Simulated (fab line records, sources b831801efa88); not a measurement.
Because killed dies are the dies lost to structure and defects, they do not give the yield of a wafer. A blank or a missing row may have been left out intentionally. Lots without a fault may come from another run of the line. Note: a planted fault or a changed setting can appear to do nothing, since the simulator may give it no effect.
The same fault as seen by 2 desks + flow sky130 + only its own numbers are on each desk; what lay behind them is given at the end

== FROM THE METROLOGY DESK ==
What the gauges read, lot by lot, whatever tool the lot ran on: means of the sampled wafers that have a number. A lot is out of limits, marked OUT, if its mean lies more than 4 standard deviations from the usual mean; the brackets give that distance.
Columns: A = NWELL_00_OVL at SKY_NWELL_OVL_MEAS_10, usual 0.1 nm; B = NWELL_TW at SKY_NWELL_TW_MEAS_15, usual 1821
| lot  | first seen here | A    | B    |
|------|-----------------|------|------|
| L538 | day 5 13:07     | 0.7  | 1806 |
| L539 | day 6 00:21     | 1.5  | 1832 |
| L547 | day 7 18:43     | 0.7  | 1816 |
| L548 | day 7 22:50     | 0.7  | 1849 |
| L553 | day 9 03:25     | -0.7 | 1818 |
| L555 | day 9 15:31     | 0.3  | 1807 |
This desk found nothing out of limits on any of the 6 lots.

== DESK OF THE TOOL OWNER: iline_stepper-01 ==
The tool's own readings at SKY_NWELL_EXPOSE_20 (exposes mask NWM COMPLEMENT, target cd 840 nm): means of the sampled wafers that have a number, for each lot that ran on this tool. A lot is out of limits, marked OUT, if its mean lies more than 4 standard deviations from the usual mean; the brackets give that distance.
Columns: A = exposure_dose_mJ_cm2 at SKY_NWELL_EXPOSE_20, usual 260.01; B = focus_offset_nm at SKY_NWELL_EXPOSE_20, usual 0.0 nm
| lot  | first seen here | A      | B    |
|------|-----------------|--------|------|
| L539 | day 6 10:26     | 259.88 | -0.7 |
This desk's finding: nothing out of limits on the one lot.

== BROUGHT TOGETHER ==
The metrology desk saw nothing out of limits.
Nothing out of limits was seen by the tool owner's desk.

== WHAT THE SIMULATOR HAD INSERTED ==
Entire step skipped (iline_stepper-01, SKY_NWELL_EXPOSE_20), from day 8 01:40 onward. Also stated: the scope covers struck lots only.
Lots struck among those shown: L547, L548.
